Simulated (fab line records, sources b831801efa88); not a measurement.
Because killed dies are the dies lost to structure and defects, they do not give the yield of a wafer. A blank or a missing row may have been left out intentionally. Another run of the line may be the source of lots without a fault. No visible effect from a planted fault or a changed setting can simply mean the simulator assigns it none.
A struck lot beside a sound one :: flow gf180mcu :: 14 out of 602 route steps
Sound: these wafers, L332.2, L332.3, L332.4. The struck wafers were L347.2, L347.4, L347.6. The cause is given at the end.
Per side, at each step with rows, come the tool, then ch with its chambers, and then its first start. Under that, the readings that differ: sound wafers :: struck wafers :: difference of the means :: sigmas: that difference in standard deviations of wafers without a fault.
alike: same words and numbers on both sides, and readings whose means sit less than 2 such deviations apart. not compared: any withheld reading, any reading some wafer has no value for, any bound like >300 that may hide the same value, and any number with overlapping values for which the record gives no deviation.
Wherever a step has rows on one side only, a row that says differs or no value, or a row with sigmas, the two part there. Non-overlapping numbers with no deviation appear without sigmas and do not part them. A reading that every wafer of one side lacks parts them only if that side has two wafers or more.

first, 1 step without rows for these wafers: GF_V2_ETCH_16 (etches BARC in N2/H2).
GF_V2_ETCH_17: etches SiO2 in C4F8/O2/Ar, stops on TiN, target depth 630 nm.
  sound: rie_diel-04 ch 1,3; struck: rie_diel-01 ch 0,3
  alike: oes_product_au
then, 3 steps without rows for these wafers: GF_V2_STRIP_18 (strips in O2/N2); GF_V2_STRIP_19 (strips in post etch residue remover, time 1200 s); GF_V2_CLEAN_20 (cleans in DIW).
GF_V2_SPUTTER_21: material Ti, target thk 15 nm, time 80.02 s.
  struck on pvd_sputter-02, day 26 00:38; sound on pvd_sputter-02, day 20 14:56
  alike: throttle_valve_pct
then, 1 step without rows for these wafers: GF_V2_SPUTTER_22 (material TiN, target thk 10 nm, time 40 s).
GF_V2_CVD_23: deposits W, target thk 350 nm, time 104.94 s.
  sound on cvd_w-01 ch 0,1, day 20 15:02; struck on cvd_w-01 ch 1, day 26 00:46
  alike: heater_power_w
GF_V2_RS_MEAS_24: measurement is done with a four-point probe.
  struck on film_metro-03, day 26 00:58; sound on film_metro-03, day 20 15:10
  alike: V2_W_RS
GF_V2_THK_MEAS_25: measures by xrf.
  struck on film_metro-03, day 26 01:05; sound on film_metro-03, day 20 15:17
  alike: V2_W_THK
GF_V2_CMP_26: polishes, stops on SiO2, t overpolish 15 s, target thk 0 nm.
  sound on cmp-02 ch 0,1,3, day 20 15:23; struck on cmp-02 ch 1,2,3, day 26 01:08
  alike: head_pressure_psi, motor_current_A, overpolish_run_s, time_to_endpoint_s
GF_M3_SPUTTER_00: material Ti, target thk 37.5 nm, time 150 s.
  struck on pvd_sputter-01, day 26 01:26; sound on pvd_sputter-04, day 20 15:38
  alike: throttle_valve_pct
GF_M3_SPUTTER_01: material TiN, target thk 30 nm, time 25 s.
  struck on pvd_sputter-01, day 26 01:32; sound on pvd_sputter-04, day 20 15:44
reading: model.TiN_of_M3_SPUTTER_01.thk_nm (nm)
sound: 29.65 29.68 30.28
struck: 19.62 19.42 19.08
difference: -10.50
sigmas: 
  alike: throttle_valve_pct
then, 1 step without rows for these wafers: GF_M3_SPUTTER_02 (material AlCu, target thk 450 nm, time 23.9 s).

## WHERE THEY PART
Nowhere in this record.

WHY: whatever the simulator had introduced
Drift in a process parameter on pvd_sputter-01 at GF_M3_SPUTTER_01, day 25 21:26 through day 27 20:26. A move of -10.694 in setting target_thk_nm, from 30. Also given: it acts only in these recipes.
